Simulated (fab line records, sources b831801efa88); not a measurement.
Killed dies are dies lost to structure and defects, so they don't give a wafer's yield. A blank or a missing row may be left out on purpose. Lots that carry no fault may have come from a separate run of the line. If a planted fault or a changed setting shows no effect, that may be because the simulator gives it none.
fab line records	flow sfq_line
[record] lots = 6	wafers = 16	last_day = 82
route steps=325 shown C5@240 M6@251 I6@266 M7@281 M8@325
lots that met no fault: taken from a fault-free run of the same line
start_h: hours from the record's opening day to when the first of the lot's shown wafers began	wait_h: hours since the lot's step before	" unchanged from the row above	L1.1+2: a single row standing in for several wafers	- no value present, or no start provided	* or withheld: withheld	< > ~ a bound
route shown NAME@n: NAME is a module with steps in the file, n the number in the route of the first one	usual: mean and standard deviation over wafers with no fault	same: alike in all rows	chamber/n: place in a boat	sites: readings site by site	_std_site: the standard deviation of these	_edge_site: the outer-site mean with the inner-site mean subtracted	radius_mm: for every site, how far away it sits from the centre of the wafer	mask NAME#n: copy n	behind: tool/chamber where the wafer was last shaped	hold: cause of the lot's hold/its duration in hours/its outcome	device: transistor that didn't switch, given as n, p or np	end of line: the tests these same wafers got at the end of their route	for a step that has no rows: nothing shown but its recipe	killed: the dies lost at the first sort to structure and to defects; this is not the yield of the wafer	map: a wafer's dies, x killed, . not, _ none there
set.NAME: the setting the step ran with; set.NAME@STEP: the setting that earlier step ran with	model.NAME: the simulator's own value behind a step, which no gauge read
certain route steps with their lots: each step a table, each wafer a row
services: from which hour (start_h, from the record's first day; less than 0 if before it) a tool's chamber was out of use, for how many hours, and why
[[steps]]
[step SFQ_TRILAYER_C5_LITHO_COAT_156]
[recipe] resist = BARC	spin_rpm = 3000	resist_thk_nm = 62
[step SFQ_TRILAYER_C5_LITHO_COAT_151]
[recipe] resist = KrF	spin_rpm = 3000	resist_thk_nm = 650
[step SFQ_TRILAYER_C5_LITHO_SOFTBAKE_155]
[recipe] temp_c = withheld	time_s = withheld	resist = KrF
[step SFQ_TRILAYER_C5_LITHO_EXPOSE_152]
[recipe] mask_id = C5	na = 0.6	source_shape = conventional	sigma_outer = 0.65	target_cd_nm = 500	dose_mj = 21.3
[step SFQ_TRILAYER_C5_LITHO_PEB_154]
[recipe] peb_temp_c = 115	peb_time_s = 60	resist = KrF
[step SFQ_TRILAYER_C5_LITHO_DEVELOP_153]
[recipe] time_s = 60	resist = KrF
[step SFQ_C5_OVL_MEAS_937]
[usual] C5_OVL = -3/6.2
lot.wafer	tool	chamber	start_h	wait_h	C5_OVL[nm]
L431.1	overlay-02	-	1452.92	0.1	-9
L431.3	"	-	"	"	-4
L431.5	"	-	"	"	-1
L441.2	overlay-01	-	1665.77	0.1	-1
L441.6	"	-	"	"	-4
L443.3	overlay-01	-	1676.21	0.1	7
L443.6	"	-	"	"	-2
L446.1	overlay-02	-	1682.20	0.1	1
L446.2	"	-	"	"	-7
L446.4	"	-	"	"	-4
L451.1	overlay-02	-	1730.00	0.1	2
L451.3	"	-	"	"	2
L451.5	"	-	"	"	-4
L452.1	overlay-02	-	1732.40	0.1	3
L452.5	"	-	"	"	2
L452.6	"	-	"	"	-8
[step SFQ_TRILAYER_C5_BARC_OPEN_VIA_ETCH_210]
[recipe] mask_material = PR	chemistry = O2	target_depth_nm = 125	target = BARC	source_w = 500	bias_w = 80	pressure_mtorr = 30	time_s = 41.7
[usual] drypump_motor_current_A = 5.7/0.66	oes_product_au = 0.685/0.0049	rf_fwd_power_W = 494.5/2.5
lot.wafer	tool	chamber	start_h	wait_h	drypump_motor_current_A	oes_product_au	rf_fwd_power_W	rf_hours_counter_h
L431.1	rie_diel-03	0	1452.95	0.0	5.1	0.686	494.8	6
L431.3	"	3	"	"	5.2	0.686	489.3	17
L431.5	"	1	"	"	6.5	0.679	493.5	-
L441.2	rie_diel-02	0	1665.80	0.0	6.4	0.691	495.6	18
L441.6	"	0	"	"	6.4	0.687	499.7	-
L443.3	rie_diel-01	2	1676.26	0.0	5.6	0.694	494.3	-
L443.6	"	3	"	"	6.5	0.679	496.5	-
L446.1	rie_diel-01	2	1682.24	0.0	5.6	0.688	495.8	1
L446.2	"	3	"	"	6.4	0.686	495.8	14
L446.4	"	2	"	"	5.6	0.685	495.1	-
L451.1	rie_diel-03	0	1730.04	0.0	5.1	0.683	494.4	10
L451.3	"	2	"	"	6.5	0.682	491.7	5
L451.5	"	1	"	"	6.5	0.680	495.8	-
L452.1	rie_diel-01	2	1732.44	0.0	5.7	0.685	493.7	2
L452.5	"	1	"	"	4.7	0.688	495.2	-
L452.6	"	0	"	"	5.7	0.685	497.6	-
[step SFQ_TRILAYER_C5_ETCH_VIA_ETCH_154]
[recipe] target = SiO2	mask_material = PR	chemistry = CHF3	target_depth_nm = 84	source_w = 500	bias_w = 80	pressure_mtorr = 30	time_s = withheld	stop_on = Nb
[usual] drypump_motor_current_A = 5.7/0.66	oes_product_au = 0.895/0.0082	rf_fwd_power_W = 495.3/2.4
lot.wafer	tool	chamber	start_h	wait_h	drypump_motor_current_A	oes_product_au	rf_fwd_power_W
L431.1	rie_diel-03	0	1452.99	0.0	5.1	0.889	496.3
L431.3	"	3	"	"	5.2	0.884	491.0
L431.5	"	1	"	"	6.5	0.898	491.6
L441.2	rie_diel-02	0	1665.84	0.0	6.4	0.890	497.2
L441.6	"	0	"	"	6.4	0.899	494.1
L443.3	rie_diel-01	2	1676.32	0.0	5.6	0.891	494.7
L443.6	"	3	"	"	6.5	0.905	493.8
L446.1	rie_diel-01	2	1682.28	0.0	5.6	0.894	493.5
L446.2	"	3	"	"	6.4	0.905	496.4
L446.4	"	2	"	"	5.7	0.897	495.0
L451.1	rie_diel-03	0	1730.08	0.0	5.0	0.888	499.1
L451.3	"	2	"	"	6.5	0.898	490.8
L451.5	"	1	"	"	6.5	0.897	491.8
L452.1	rie_diel-01	2	1732.48	0.0	5.6	0.898	493.8
L452.5	"	1	"	"	4.7	0.908	498.0
L452.6	"	0	"	"	5.7	0.907	498.4
[step SFQ_TRILAYER_C5_STRIP_STRIP_155]
[recipe] gas = O2	power_w = 200	platen_temp_c = 40	overash_fraction = 0.65	chemistry = O2	pressure_mtorr = 50
[usual] drypump_motor_current_A = 5.7/0.48	oes_product_au = 1.000/0.0083
lot.wafer	tool	chamber	start_h	wait_h	drypump_motor_current_A	oes_product_au	rf_hours_counter_h
L431.1	rie_metal-04	0	1453.04	-	5.2	1.006	72
L431.3	"	0	"	"	5.2	1.008	-
L431.5	"	0	"	"	5.2	1.001	-
L441.2	rie_metal-02	1	1665.89	-	5.6	0.979	36
L441.6	"	0	"	"	6.4	0.998	-
L443.3	rie_metal-02	1	1676.57	-	5.6	1.006	-
L443.6	"	0	"	"	6.4	1.001	-
L446.1	rie_metal-04	0	1682.33	-	5.3	1.010	104
L446.2	"	1	"	"	5.0	1.009	25
L446.4	"	0	"	"	5.3	1.010	-
L451.1	rie_metal-02	0	1730.13	-	6.4	0.997	100
L451.3	"	0	"	"	6.5	1.003	-
L451.5	"	1	"	"	5.6	0.991	-
L452.1	rie_metal-02	0	1732.53	-	6.5	1.013	101
L452.5	"	0	"	"	6.5	1.001	-
L452.6	"	1	"	"	5.6	0.998	-
[step SFQ_TRILAYER_C5_STRIP_SOLV_CLEAN_156]
[recipe] chemistry = NMP	temp_c = 70	time_s = 600
[step SFQ_TRILAYER_M6_DEP_PRE_CLEAN_158]
[recipe] gas = Ar	time_s = 22.5	bias_v = 250
[step SFQ_TRILAYER_M6_DEP_SPUTTER_157]
[recipe] material = Nb	base_pressure_pa = 1.33e-06	chamber_pressure_pa = 0.1333	substrate_temp_c = 20	target_thk_nm = 200	power_w = 2000	time_s = 133.3
[usual] throttle_valve_pct = 30.1/0.91
lot.wafer	tool	chamber	start_h	wait_h	throttle_valve_pct	model.Nb_of_TRILAYER_M6_DEP_SPUTTER_157.thk_nm
L431.1	pvd_sputter-04	-	1454.45	0.0	29.5	196.8
L431.3	"	-	"	"	30.6	199
L431.5	"	-	"	"	30.8	198.6
L441.2	pvd_sputter-06	-	1666.69	0.0	28.7	334.1
L441.6	"	-	"	"	30.0	336.7
L443.3	pvd_sputter-06	-	1677.17	0.0	28.8	201.2
L443.6	"	-	"	"	30.0	335.3
L446.1	pvd_sputter-05	-	1683.13	0.0	29.5	201.8
L446.2	"	-	"	"	29.8	201.2
L446.4	"	-	"	"	29.3	199.4
L451.1	pvd_sputter-06	-	1730.93	0.0	31.3	199.4
L451.3	"	-	"	"	30.1	200.7
L451.5	"	-	"	"	30.2	200.1
L452.1	pvd_sputter-04	-	1733.33	0.0	30.7	199.9
L452.5	"	-	"	"	30.9	199.1
L452.6	"	-	"	"	30.6	200
[step SFQ_M6_RS_MEAS_938]
[recipe] thk_meas_gauge = four-point-probe	reads = Nb_of_TRILAYER_M6_DEP_SPUTTER_157
[usual] M6_NB_RS = 0.889/0.0093
lot.wafer	tool	chamber	start_h	wait_h	M6_NB_RS[ohm/sq]
L431.1	film_metro-04	-	1454.54	0.0	0.905
L431.3	"	-	"	"	0.894
L431.5	"	-	"	"	0.896
L441.2	film_metro-01	-	1666.80	0.1	0.530
L441.6	"	-	"	"	0.526
L443.3	film_metro-04	-	1677.31	0.1	0.883
L443.6	"	-	"	"	0.528
L446.1	film_metro-02	-	1683.22	0.0	0.881
L446.2	"	-	"	"	0.883
L446.4	"	-	"	"	0.892
L451.1	film_metro-04	-	1731.02	0.0	0.891
L451.3	"	-	"	"	0.888
L451.5	"	-	"	"	0.888
L452.1	film_metro-04	-	1733.42	0.0	0.889
L452.5	"	-	"	"	0.890
L452.6	"	-	"	"	0.888
[step SFQ_TRILAYER_M6_LITHO_COAT_164]
[recipe] resist = BARC	spin_rpm = 3000	resist_thk_nm = 62
[step SFQ_TRILAYER_M6_LITHO_COAT_159]
[recipe] resist = KrF	spin_rpm = 3000	resist_thk_nm = 600
[step SFQ_TRILAYER_M6_LITHO_SOFTBAKE_163]
[recipe] temp_c = withheld	time_s = withheld	resist = KrF
[step SFQ_TRILAYER_M6_LITHO_EXPOSE_160]
[recipe] mask_id = M6	na = 0.6	source_shape = conventional	sigma_outer = 0.65	target_cd_nm = 500	dose_mj = 14.4
[step SFQ_TRILAYER_M6_LITHO_PEB_162]
[recipe] peb_temp_c = 115	peb_time_s = 60	resist = KrF
[step SFQ_TRILAYER_M6_LITHO_DEVELOP_161]
[recipe] time_s = 60	resist = KrF
[step SFQ_M6_OVL_MEAS_940]
[usual] M6_OVL = -1/5.6
lot.wafer	tool	chamber	start_h	wait_h	M6_OVL[nm]
L431.1	overlay-01	-	1594.53	0.1	-4
L431.3	"	-	"	"	-4
L431.5	"	-	"	"	-8
L441.2	overlay-02	-	1695.41	0.1	2
L441.6	"	-	"	"	0
L443.3	overlay-01	-	1706.21	0.1	3
L443.6	"	-	"	"	0
L446.1	overlay-02	-	1712.20	0.1	-4
L446.2	"	-	"	"	4
L446.4	"	-	"	"	-1
L451.1	overlay-01	-	1757.59	0.1	10
L451.3	"	-	"	"	11
L451.5	"	-	"	"	10
L452.1	overlay-02	-	1763.24	0.1	1
L452.5	"	-	"	"	3
L452.6	"	-	"	"	2
[step SFQ_TRILAYER_M6_BARC_OPEN_METAL_ETCH_206]
[recipe] mask_material = PR	chemistry = O2	target_depth_nm = 125	target = BARC	icp_w = 600	bias_w = 80	pressure_mtorr = 10	time_s = 41.7
[step SFQ_TRILAYER_M6_ETCH_METAL_ETCH_162]
[recipe] target = Nb	stop_on = SiO2	mask_material = PR	chemistry = Cl2/Ar	target_depth_nm = 240	icp_w = 600	bias_w = 80	pressure_mtorr = 10	time_s = 120
[usual] drypump_motor_current_A = 5.5/0.44	oes_product_au = 0.894/0.0067	rf_fwd_power_W = 597.3/1.9
lot.wafer	tool	chamber	start_h	wait_h	drypump_motor_current_A	oes_product_au	rf_fwd_power_W	rf_hours_counter_h
L431.1	rie_metal-03	1	1594.63	0.0	4.9	0.888	597.0	61
L431.3	"	0	"	"	6.0	0.901	602.0	-
L431.5	"	0	"	"	6.1	0.889	599.9	-
L441.2	rie_metal-04	0	1695.50	0.0	5.2	1.014	598.4	106
L441.6	"	0	"	"	5.2	1.017	597.4	-
L443.3	rie_metal-01	0	1706.34	0.1	6.1	0.903	601.5	-
L443.6	"	0	"	"	6.1	0.997	599.9	-
L446.1	rie_metal-01	1	1712.30	0.0	5.5	0.897	600.4	50
L446.2	"	0	"	"	6.1	0.890	597.9	102
L446.4	"	1	"	"	5.5	0.896	601.0	-
L451.1	rie_metal-04	1	1757.69	0.0	5.0	0.900	596.2	37
L451.3	"	1	"	"	5.0	0.899	598.8	-
L451.5	"	0	"	"	5.3	0.887	597.3	-
L452.1	rie_metal-04	1	1763.34	0.0	5.0	0.898	596.1	38
L452.5	"	0	"	"	5.2	0.892	599.4	-
L452.6	"	1	"	"	5.0	0.892	596.3	-
[step SFQ_TRILAYER_M6_STRIP_STRIP_163]
[recipe] gas = O2	power_w = 200	platen_temp_c = 40	overash_fraction = 0.65	chemistry = O2	pressure_mtorr = 50
[step SFQ_TRILAYER_M6_STRIP_SOLV_CLEAN_164]
[recipe] chemistry = NMP	temp_c = 70	time_s = 600
[step SFQ_TRILAYER_I6_DEP_PECVD_165]
[recipe] material = SiO2	temp_c = 150	time_s = 111.11	pressure_torr = 2.4	rf_w = 183.3	precursor = SiH4/N2O	target_thk_nm = 500
[step SFQ_TRILAYER_I6_CMP_CMP_166]
[recipe] material = SiO2	down_force_psi = 3	platen_rpm = 60	pad_velocity_m_s = 0.94248
[step SFQ_I6_BOW_MEAS_941]
[recipe] mode = bow
[usual] I6_BOW = 8/10
lot.wafer	tool	chamber	start_h	wait_h	I6_BOW[um]
L431.1	film_metro-02	-	1598.61	1.0	11
L431.3	"	-	"	"	11
L431.5	"	-	"	"	10
L441.2	film_metro-02	-	1700.11	1.0	8
L441.6	"	-	"	"	14
L443.3	film_metro-03	-	1710.92	1.0	13
L443.6	"	-	"	"	7
L446.1	film_metro-01	-	1719.88	2.5	24
L446.2	"	-	"	"	22
L446.4	"	-	"	"	36
L451.1	film_metro-01	-	1762.11	2.5	21
L451.3	"	-	"	"	-5
L451.5	"	-	"	"	7
L452.1	film_metro-02	-	1769.62	1.5	-7
L452.5	"	-	"	"	6
L452.6	"	-	"	"	5
[step SFQ_TRILAYER_I6_METRO_MEASURE_167]
[step SFQ_TRILAYER_I6_VIA_LITHO_COAT_174]
[recipe] resist = BARC	spin_rpm = 3000	resist_thk_nm = 62
[step SFQ_TRILAYER_I6_VIA_LITHO_COAT_169]
[recipe] resist = KrF	spin_rpm = 3000	resist_thk_nm = 650
[step SFQ_TRILAYER_I6_VIA_LITHO_SOFTBAKE_173]
[recipe] temp_c = withheld	time_s = withheld	resist = KrF
[step SFQ_TRILAYER_I6_VIA_LITHO_EXPOSE_170]
[recipe] mask_id = I6	na = 0.6	source_shape = conventional	sigma_outer = 0.65	target_cd_nm = 700	dose_mj = 21.3
[step SFQ_TRILAYER_I6_VIA_LITHO_PEB_172]
[recipe] peb_temp_c = 115	peb_time_s = 60	resist = KrF
[step SFQ_TRILAYER_I6_VIA_LITHO_DEVELOP_171]
[recipe] time_s = 60	resist = KrF
[step SFQ_I6_OVL_MEAS_942]
[usual] I6_OVL = -2/5.8
lot.wafer	tool	chamber	start_h	wait_h	I6_OVL[nm]
L431.1	overlay-01	-	1636.95	0.1	-2
L431.3	"	-	"	"	0
L431.5	"	-	"	"	-3
L441.2	overlay-02	-	1727.61	0.1	-3
L441.6	"	-	"	"	-4
L443.3	overlay-02	-	1733.61	0.1	-6
L443.6	"	-	"	"	-14
L446.1	overlay-01	-	1745.59	0.1	0
L446.2	"	-	"	"	1
L446.4	"	-	"	"	1
L451.1	overlay-02	-	1792.04	0.1	-10
L451.3	"	-	"	"	-11
L451.5	"	-	"	"	-7
L452.1	overlay-02	-	1795.64	0.1	-8
L452.5	"	-	"	"	-5
L452.6	"	-	"	"	-2
[step SFQ_TRILAYER_I6_VIA_BARC_OPEN_VIA_ETCH_235]
[recipe] mask_material = PR	chemistry = O2	target_depth_nm = 125	target = BARC	source_w = 500	bias_w = 80	pressure_mtorr = 30	time_s = 41.7
[step SFQ_TRILAYER_I6_VIA_ETCH_VIA_ETCH_172]
[recipe] target = SiO2	stop_on = Nb	mask_material = PR	taper_deg = 20	chemistry = CHF3	target_depth_nm = 260	source_w = 500	bias_w = 80	pressure_mtorr = 30	time_s = withheld
[usual] drypump_motor_current_A = 5.8/0.58	oes_product_au = 0.854/0.0046	rf_fwd_power_W = 497.7/1.7
lot.wafer	tool	chamber	start_h	wait_h	drypump_motor_current_A	oes_product_au	rf_fwd_power_W
L431.1	rie_diel-03	0	1637.03	0.0	5.1	0.852	501.0
L431.3	"	3	"	"	5.2	0.855	496.9
L431.5	"	2	"	"	6.5	0.853	494.3
L441.2	rie_diel-02	0	1727.68	0.0	6.4	0.847	498.9
L441.6	"	2	"	"	5.6	0.857	499.9
L443.3	rie_diel-03	1	1733.68	0.0	6.5	0.858	499.0
L443.6	"	0	"	"	5.1	0.848	498.7
L446.1	rie_diel-04	3	1745.67	0.0	6.3	0.858	496.8
L446.2	"	0	"	"	5.6	0.860	497.7
L446.4	"	2	"	"	5.7	0.851	497.4
L451.1	rie_diel-03	2	1792.12	0.0	6.5	0.854	498.9
L451.3	"	0	"	"	5.1	0.854	500.0
L451.5	"	0	"	"	5.1	0.852	495.1
L452.1	rie_diel-04	0	1795.72	0.0	5.6	0.850	497.6
L452.5	"	0	"	"	5.6	0.858	495.1
L452.6	"	3	"	"	6.3	0.853	499.0
[step SFQ_TRILAYER_I6_VIA_STRIP_STRIP_173]
[recipe] gas = O2	power_w = 200	platen_temp_c = 40	overash_fraction = 0.65	chemistry = O2	pressure_mtorr = 50
[usual] drypump_motor_current_A = 5.6/0.56	oes_product_au = 1.000/0.0071
lot.wafer	tool	chamber	start_h	wait_h	drypump_motor_current_A	oes_product_au	rf_hours_counter_h
L431.1	rie_metal-02	0	1637.14	-	6.5	1.000	83
L431.3	"	1	"	"	5.6	0.998	-
L431.5	"	1	"	"	5.6	1.002	-
L441.2	rie_metal-04	1	1727.79	-	5.0	1.002	31
L441.6	"	1	"	"	5.0	0.998	-
L443.3	rie_metal-04	0	1733.99	-	5.3	1.013	-
L443.6	"	0	"	"	5.3	1.008	-
L446.1	rie_metal-02	0	1745.78	-	6.4	0.986	103
L446.2	"	1	"	"	5.6	0.998	50
L446.4	"	0	"	"	6.4	1.003	-
L451.1	rie_metal-02	1	1792.23	-	5.6	0.997	58
L451.3	"	1	"	"	5.6	1.004	-
L451.5	"	1	"	"	5.6	0.990	-
L452.1	rie_metal-04	1	1795.83	-	5.0	1.000	45
L452.5	"	1	"	"	5.0	0.992	-
L452.6	"	1	"	"	5.0	1.004	-
[step SFQ_TRILAYER_I6_VIA_STRIP_SOLV_CLEAN_174]
[recipe] chemistry = NMP	temp_c = 70	time_s = 600
[step SFQ_TRILAYER_M7_DEP_PRE_CLEAN_176]
[recipe] gas = Ar	time_s = 22.5	bias_v = 250
[step SFQ_M8_BOW_MEAS_951]
[recipe] mode = bow
[usual] M8_BOW = 8/11
lot.wafer	tool	chamber	start_h	wait_h	M8_BOW[um]	model.etest.m6.comb_log10_ohm	model.etest.m6.ohm_sq
L431.1	film_metro-02	-	1784.77	0.0	5	12	0.9031
L431.3	"	-	"	"	5	12	0.8928
L431.5	"	-	"	"	3	12	0.8949
L441.2	film_metro-04	-	1900.74	0.0	7	0	0.5319
L441.6	"	-	"	"	14	0	0.5277
L443.3	film_metro-02	-	1915.16	0.0	15	12	0.883
L443.6	"	-	"	"	8	0	0.5299
L446.1	film_metro-02	-	1933.88	0.0	24	12	0.8805
L446.2	"	-	"	"	22	12	0.8831
L446.4	"	-	"	"	38	12	0.8911
L451.1	film_metro-04	-	1958.55	0.0	24	12	0.8912
L451.3	"	-	"	"	-2	12	0.8855
L451.5	"	-	"	"	10	12	0.8882
L452.1	film_metro-01	-	1962.40	0.0	-7	12	0.8889
L452.5	"	-	"	"	5	12	0.8925
L452.6	"	-	"	"	5	12	0.8886
[[services]]
tool	chamber	start_h	hours	kind
rie_diel-04	1	1446.55	7.7	repair
rie_diel-01	1	1451.93	2.8	repair
rie_metal-04	0	1467.35	1.2	repair
pvd_sputter-06	-	1471.12	2.8	repair
rie_diel-02	1	1474.56	4.7	repair
rie_diel-03	1	1485.58	1.5	repair
rie_diel-01	3	1491.53	1.5	repair
rie_diel-01	2	1496.29	3.1	repair
rie_diel-04	-	1499.06	0.3	repair
rie_metal-04	1	1516.00	26.5	repair
rie_diel-01	2	1544.30	1.2	repair
rie_diel-01	3	1583.32	10.3	repair
rie_metal-02	-	1642.20	0.2	repair
rie_diel-01	1	1658.92	2.2	repair
rie_diel-01	0	1659.52	23.0	repair
rie_diel-01	1	1671.54	7.3	repair
pvd_sputter-06	-	1676.52	0.6	repair
pvd_sputter-06	-	1684.54	6.1	repair
rie_diel-01	0	1689.57	8.2	repair
rie_metal-04	-	1699.03	14.6	pm
rie_metal-04	-	1713.63	1.4	pm
rie_metal-04	0	1719.21	1.7	repair
rie_diel-01	3	1784.79	6.5	repair
rie_metal-04	0	1790.95	6.4	repair
[[key]]
[first_sign] step = SFQ_M6_RS_MEAS_938	reading = M6_NB_RS	direction = down	sigmas = 39	usual = 0.889	struck = 0.528
[effect] step = SFQ_TRILAYER_M6_ETCH_METAL_ETCH_162	reading = oes_product_au	direction = up	sigmas = 17	usual = 0.894	struck = 1.010
[model_effect] step = SFQ_TRILAYER_M6_DEP_SPUTTER_157	value = Nb_of_TRILAYER_M6_DEP_SPUTTER_157.thk_nm	without = 198.7	struck = 335.4
[model_effect] step = SFQ_M8_BOW_MEAS_951	value = etest.m6.comb_log10_ohm	without = 12	struck = 0
met_at SFQ_TRILAYER_M6_DEP_SPUTTER_157
struck_wafers L441.2,L441.6,L443.6
[fault] kind = process_parameter_drift	tool = pvd_sputter-06	chamber = -	onset_h = 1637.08	steps = SFQ_TRILAYER_M6_DEP_SPUTTER_157	channel = time_s	offset = *	shape = step	end_h = 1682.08	scope = struck_wafers_only	acts_in = *	stated = *
